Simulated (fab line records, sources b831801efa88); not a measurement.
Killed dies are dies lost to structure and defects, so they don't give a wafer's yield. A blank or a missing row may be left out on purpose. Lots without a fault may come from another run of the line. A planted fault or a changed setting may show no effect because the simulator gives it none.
Problem report in the 8D (eight disciplines) form, filled by code | flow gf180mcu | the parts of the form that need people (team, actions taken, sign-off) are left out

1. THE PROBLEM
HV_LDD_02_OVL at GF_HV_LDD_OVL_MEAS_32 reads a mean of -112.2 nm on 6 wafers of 2 lots; wafers without a fault read -0.8 nm with a standard deviation of 1.5. That is -74 standard deviations from the usual mean.
First seen on wafer L240.1, day 15 03:43, on overlay-02. The record holds 39 wafers of 13 lots with a number at this step. Rule for "out", or "out of limits": more than 4 standard deviations from the usual mean. The other wafers with a number count as sound.

2. WHAT IT IS AND WHAT IT IS NOT
question                    | is                     | is not
which readings at this step | HV_LDD_02_OVL          | -
which lots                  | L240, L247             | L229, L230, L231, L232, L234, L235, L236, L245, L246, L248, L252
which wafers of those lots  | all that have a number | -
read on which gauges        | overlay-01, overlay-02 | -
when                        | from day 15 03:43      | up to then (21 sound wafers); but 12 sound wafers of L245, L246, L248, L252 came after

3. SUSPECTS, AND WHAT RULES EACH OUT
Counting: a tool at a process step up to the reading stays a suspect if it ran every lot that is out and no sound lot after the first of them.
- the gauge at GF_HV_LDD_OVL_MEAS_32: ruled out. The wafers that are out were read on 2 gauges (overlay-01, overlay-02).
- iline_stepper-02 at GF_HV_LDD_EXPOSE_28 (exposes mask Nplus HV AREA, target cd 400 nm): kept. It ran every lot that is out, first L240 (day 14 17:16), and no sound lot after that; its last sound lot up to then is L236 (day 13 12:10).
Left after counting: iline_stepper-02 at GF_HV_LDD_EXPOSE_28.

4. THE CAUSE (what the simulator had put in)
Scanner matching overlay: iline_stepper-02, from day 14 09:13 on, at GF_HV_LDD_EXPOSE_28. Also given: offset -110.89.
Counting left only this tool.

5. THE CHAIN OF EFFECTS, in route order
Each row: a reading whose mean over the struck wafers that have a number lies more than 3 standard deviations from the usual. Only readings for which the record gives a usual standard deviation are gone through. hours: the time from each lot's start at the first step in this table that gives one to its start at this step, as a median over the lots. sigmas: the change in usual standard deviations.
hours | step                  | reading       | usual   | on struck wafers | change | sigmas
0     | GF_HV_LDD_OVL_MEAS_32 | HV_LDD_02_OVL | -0.8 nm | -112.2           | -111.4 | -74
Later measuring or inspecting steps at which every struck wafer that the step has a row for has a number for every such reading, and none has moved that far: GF_M3_CD_MEAS_14.

6. WHAT WOULD HAVE CAUGHT IT SOONER
In this record the first reading out of limits at a measuring or inspecting step was taken at day 15 03:43, 18 hours after the fault began at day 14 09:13.
Of the lots that are out (2), L247 began GF_HV_LDD_EXPOSE_28 on iline_stepper-02 after day 15 03:43. A hold on the tool at that time would have spared it.
